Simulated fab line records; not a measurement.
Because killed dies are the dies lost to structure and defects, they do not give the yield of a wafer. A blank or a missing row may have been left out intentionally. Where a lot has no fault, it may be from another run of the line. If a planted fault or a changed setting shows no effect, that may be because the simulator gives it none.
Struck lot and sound lot, side by side -- flow sky130 -- 24 steps out of a route of 708
Sound: wafers L595.1, L595.2, L595.3. Struck: wafers L605.1, L605.4, L605.6. The cause comes at the end.
At each step with rows: each side's tool, then ch and its chambers, then its first start. Under that, the readings that differ: sound wafers -- struck wafers -- difference of the means -- sigmas: that difference in standard deviations of wafers without a fault.
alike: same words and numbers on both sides, and readings whose means sit less than 2 such deviations apart. not compared: any withheld reading, any reading some wafer has no value for, any bound like >300 that may hide the same value, and any number with overlapping values for which the record gives no deviation.
Wherever a step has rows on one side only, a row that says differs or no value, or a row with sigmas, the two part there. Non-overlapping numbers with no deviation appear without sigmas and do not part them. A reading missing from all wafers of one side parts the sides only when that side holds two or more wafers.

SKY_CONTACT_THK_MEAS_26: measures by xrf.
  struck on film metro-04, day 36 06:36; sound on film metro-04, day 32 22:20
  alike: CONTACT_W_THK
then, 3 steps without rows for these wafers: SKY_CONTACT_CMP_27 (polishes, stops on SiO2, t overpolish 15 s, target thk 0 nm); SKY_METAL1_SPUTTER_00 (material Ti, target thk 15 nm, time 10 s); SKY_METAL1_SPUTTER_01 (material TiN, target thk 20 nm, time 16.7 s).
SKY_METAL1_SPUTTER_02: material AlCu, target thk 250 nm, time 13.3 s.
  struck on pvd sputter-04, day 36 07:01; sound on pvd sputter-02, day 32 22:45
  alike: throttle valve pct
SKY_METAL1_SPUTTER_03: material Ti, target thk 5 nm, time 3.3 s.
  struck on pvd sputter-04, day 36 07:02; sound on pvd sputter-02, day 32 22:47
  alike: throttle valve pct
SKY_METAL1_SPUTTER_04: material TiN, target thk 70 nm, time 58.3 s.
  struck on pvd sputter-04, day 36 07:03; sound on pvd sputter-02, day 32 22:47
  alike: throttle valve pct
SKY_METAL1_RS_MEAS_05: uses a four-point probe to measure.
  struck on film metro-03, day 36 07:06; sound on film metro-01, day 32 22:50
  alike: METAL1_ALCU_RS
SKY_METAL1_THK_MEAS_06: measures by xrf.
  struck on film metro-03, day 36 07:13; sound on film metro-01, day 32 22:58
  alike: METAL1_ALCU_THK
then, 3 steps without rows for these wafers: SKY_METAL1_DEHYDRATE_07 (time 60 s); SKY_METAL1_HMDS_08 (prime time 60 s); SKY_METAL1_COAT_09 (resist thk 60 nm).
SKY_METAL1_COAT_10: resist thk 450 nm.
  sound on litho track-01 ch 0, day 33 11:00; struck on litho track-01 ch 0, day 36 19:00
reading,sound,struck,difference,sigmas
model.KrF-thick_of_METAL1_COAT_10.thk nm (nm),448.1 449.8 449.2,439.2 437.8 437.7,-10.8,
  alike: resist line temp C
then, 4 steps without rows for these wafers: SKY_METAL1_SOFTBAKE_11 (time 90 s); SKY_METAL1_EXPOSE_12 (exposes mask MM1, target cd 140 nm); SKY_METAL1_PEB_13; SKY_METAL1_DEVELOP_14 (develop time 60 s).
SKY_METAL1_CD_MEAS_15 targets a cd of 140 nm.
  struck on cd sem-01, day 37 09:11; sound on cd sem-02, day 34 01:17
  alike: cd nm
SKY_METAL1_OVL_MEAS_16:
  struck on overlay-01, day 37 09:19; sound on overlay-02, day 34 01:25
  alike: METAL1_OVL
then, 1 step without rows for these wafers: SKY_METAL1_DESCUM_17 (chemistry O2, time 8 s).
SKY_METAL1_ETCH_18: etches BARC in N2/H2, stops on SiO2, time 45.9 s, target depth 60 nm.
  sound on rie metal-04 ch 0,1, day 34 01:29; struck on rie metal-02 ch 0, day 37 09:25
  alike: drypump motor current A, n2 flow sccm, oes product au, throttle valve pct
  not compared: rf hours counter h
SKY_METAL1_METAL_ETCH_19: etches the open film in Cl2/BCl3, stops on SiO2, target depth 360 nm, time 78 s.
  sound on rie metal-04 ch 0,1, day 34 01:33; struck on rie metal-02 ch 0, day 37 09:32
  alike: drypump motor current A, oes product au, throttle valve pct
  not compared: rf hours counter h, model.KrF-thick_of_METAL1_COAT_10.thk nm
SKY_METAL1_STRIP_20: strips in O2/N2.
  sound on plasma asher-02 ch 0,1, day 34 01:38; struck on plasma asher-01 ch 0,1, day 37 09:43
  alike: drypump motor current A, n2 flow sccm, oes product au, strip time to endpoint s
  not compared: rf hours counter h
-- the record jumps here: 12 days lie between the struck wafers' starts before and after (it left off in module METAL1 and takes up again in module PAD_OPEN, whose first step shown is number 708 of the route) --
SKY_PAD_OPEN_PROBE_99:
  struck on prober-02, day 49 03:53; sound on prober-01, day 46 15:16
  alike: defect limited yield, killed_at_M0_to_M3, killed_at_M4_up, killed at contacts, killed at front end, killed at other, killed dies, killed open, killed short, sort_bin_3_pad_short, sort_bin_5_function, sort_bin_6_memory, sort n pass, sort yield pct

WHERE THEY PART
Nowhere in this record.

WHY: what the simulator had put in
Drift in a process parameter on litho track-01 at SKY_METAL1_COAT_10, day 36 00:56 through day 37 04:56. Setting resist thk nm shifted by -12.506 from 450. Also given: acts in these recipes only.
